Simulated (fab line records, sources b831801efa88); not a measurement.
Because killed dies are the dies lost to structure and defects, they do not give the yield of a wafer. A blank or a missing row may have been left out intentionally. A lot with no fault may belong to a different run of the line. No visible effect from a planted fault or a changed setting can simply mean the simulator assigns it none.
Which of the tools did it? :: flow gf180mcu :: 17 wafers from 6 lots sampled at 4 of the route's 602 steps

== WHAT THE GAUGES SHOWED, per wafer ==
GF_CONTACT_RS_MEAS_25: the measuring method here is four-point-probe.
lot: L232
measured: day 16 22:47
on: film metro-04
CONTACT_W_RS (ohm/sq): 0.398 0.392 0.395

lot: L235
measured: day 18 05:57
on: film metro-03
CONTACT_W_RS (ohm/sq): 0.390 0.394 0.388

lot: L238
measured: day 19 08:41
on: film metro-03
CONTACT_W_RS (ohm/sq): 0.387 0.385 0.391

lot: L240
measured: day 20 04:47
on: film metro-03
CONTACT_W_RS (ohm/sq): 0.385 0.387 0.388

lot: L245
measured: day 21 19:20
on: film metro-04
CONTACT_W_RS (ohm/sq): 0.353 0.352

lot: L252
measured: day 24 04:11
on: film metro-03
CONTACT_W_RS (ohm/sq): 0.382 0.378 0.378

== WHAT TOOL EACH LOT RAN ON (gives the tool, then ch and the chambers of the sampled wafers, and finally the start) ==
lot: L232
GF_CONTACT_CMP_04: cmp-02 ch 1,2,3, day 15 22:58
GF_CONTACT_SPUTTER_22: pvd sputter-03, day 16 22:35
GF_CONTACT_CVD_24: cvd w-02 ch 1, day 16 22:41

lot: L235
GF_CONTACT_CMP_04: cmp-02 ch 0,1, day 17 05:29
GF_CONTACT_SPUTTER_22: pvd sputter-02, day 18 05:45
GF_CONTACT_CVD_24: cvd w-02 ch 0,1, day 18 05:51

lot: L238
GF_CONTACT_CMP_04: cmp-02 ch 0,1,2, day 18 07:01
GF_CONTACT_SPUTTER_22: pvd sputter-02, day 19 08:29
GF_CONTACT_CVD_24: cvd w-01 ch 0,1, day 19 08:35

lot: L240
GF_CONTACT_CMP_04: cmp-02 ch 2,3, day 19 02:16
GF_CONTACT_SPUTTER_22: pvd sputter-03, day 20 04:33
GF_CONTACT_CVD_24: cvd w-01 ch 0,1, day 20 04:41

lot: L245
GF_CONTACT_CMP_04: cmp-02 ch 1,3, day 20 18:35
GF_CONTACT_SPUTTER_22: pvd sputter-03, day 21 19:08
GF_CONTACT_CVD_24: cvd w-01 ch 0,1, day 21 19:14

lot: L252
GF_CONTACT_CMP_04: cmp-02 ch 0,1,3, day 23 04:55
GF_CONTACT_SPUTTER_22: pvd sputter-03, day 24 03:59
GF_CONTACT_CVD_24: cvd w-02 ch 1, day 24 04:05
- GF_CONTACT_CMP_04: polishes SiO2.
- GF_CONTACT_SPUTTER_22: material Ti, target thk 15 nm, time 80.02 s.
- GF_CONTACT_CVD_24: deposits W, target thk 300 nm, time 90.339 s.

== THE ANSWER, worked out from the rows above alone ==
Rule: the usual values come from the lots themselves. The widest of any qualifying gaps counts: lots, ordered by their means at a reading, are off when they make up no more than a third of the lots, leave a main group of 4 or more, and stand apart from it by 3 or more times the standard deviation of that group's means. If all means in a main group match to the digits the tables above print for the reading, that group is not used. Also off: a lot with no number at a reading for which 4 or more lots have one. Where the step has rows for the other lots, those lots are counted as sound.
Off: at GF_CONTACT_RS_MEAS_25 (CONTACT_W_RS), L245. For the main group the mean is 0.388 ohm/sq and the standard deviation 0.0052.
A tool fits if, at a process step before that reading, it ran every lot that is off, and no sound lot after the first of them. Those tools and the gauges at GF_CONTACT_RS_MEAS_25 are tried in the same way. 2 tools fit, cvd w-01 at GF_CONTACT_CVD_24 and film metro-04 at GF_CONTACT_RS_MEAS_25, so this cannot tell which one it is.

== WHAT THE SIMULATOR HAD INSERTED ==
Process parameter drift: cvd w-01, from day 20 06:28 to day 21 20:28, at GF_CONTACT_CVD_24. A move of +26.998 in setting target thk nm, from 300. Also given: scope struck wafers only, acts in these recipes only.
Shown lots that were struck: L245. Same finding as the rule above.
